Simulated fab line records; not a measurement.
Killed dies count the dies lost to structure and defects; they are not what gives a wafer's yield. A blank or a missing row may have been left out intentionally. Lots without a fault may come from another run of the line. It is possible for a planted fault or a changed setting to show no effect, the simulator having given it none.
Chamber matching | flow sky130 | SKY_VIA3_CMP_24 on cmp-02: 4 sister chambers
The step polishes, stops on SiO2, t overpolish 20 s, target thk 0 nm. 8 wafers are shown with their chamber, then 12 later ones without.

== WAFERS, EACH WITH ITS CHAMBER ==
wafer  | chamber | motor-current-A (A) | time-to-endpoint-s (s)
L085.3 | 1       | 10.4                | 91
L088.3 | 2       | 11.6                | 91
L088.6 | 1       | 9.7                 | 89
L089.2 | 0       | 11.1                | 83
L089.6 | 2       | 11.0                | 93
L092.2 | 3       | 12.8                | 96
L092.4 | 0       | 10.9                | 93
L092.5 | 3       | 12.2                | 99

== WAFERS WHOSE CHAMBER IS MISSING ==
wafer  | motor-current-A (A) | time-to-endpoint-s (s)
L091.2 | 12.4                | 97
L091.4 | 10.3                | 92
L091.5 | 10.5                | 90
L095.1 | 10.3                | 91
L095.2 | 10.5                | 87
L095.3 | 13.0                | 96
L096.1 | 12.5                | 90
L096.2 | 11.3                | 85
L096.5 | 10.0                | 85
L097.1 | 11.7                | 96
L097.5 | 10.7                | 92
L097.6 | 10.3                | 94

== CHAMBER TAKEN BY EACH ==
wafer  | from the rows above          | in truth
L091.2 | 3                            | 3
L091.4 | can't be placed: 1 or 0 or 2 | 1
L091.5 | can't be placed: 1 or 0 or 2 | 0
L095.1 | can't be placed: 1 or 0 or 2 | 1
L095.2 | can't be placed: 0 or 1 or 2 | 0
L095.3 | 3                            | 3
L096.1 | can't be placed: 3 or 2 or 0 | 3
L096.2 | can't be placed: 0 or 2      | 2
L096.5 | can't be placed: 1 or 0      | 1
L097.1 | can't be placed: 2 or 3 or 0 | 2
L097.5 | can't be placed: 0 or 2 or 1 | 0
L097.6 | can't be placed: 1 or 0 or 2 | 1
Correctly placed: 2 of 12. Can't be placed from these rows: 10 (the true chamber is among the candidates in 10). 0 placed wrongly.
How it was worked out, from the rows above alone: a wafer's distance from a chamber is the root of the sum, over the readings, of the square of ((its reading less the chamber's mean) divided by the reading's scatter). If the next closest chamber is less than 2 further off than the closest, the wafer can't be placed; otherwise it belongs to the closest. Each chamber's mean is taken over the wafers shown for it. How the scatter is found: for the shown wafers, subtract from each reading the mean of its chamber, square and add these, divide the total by (wafers less chambers), then take the root.
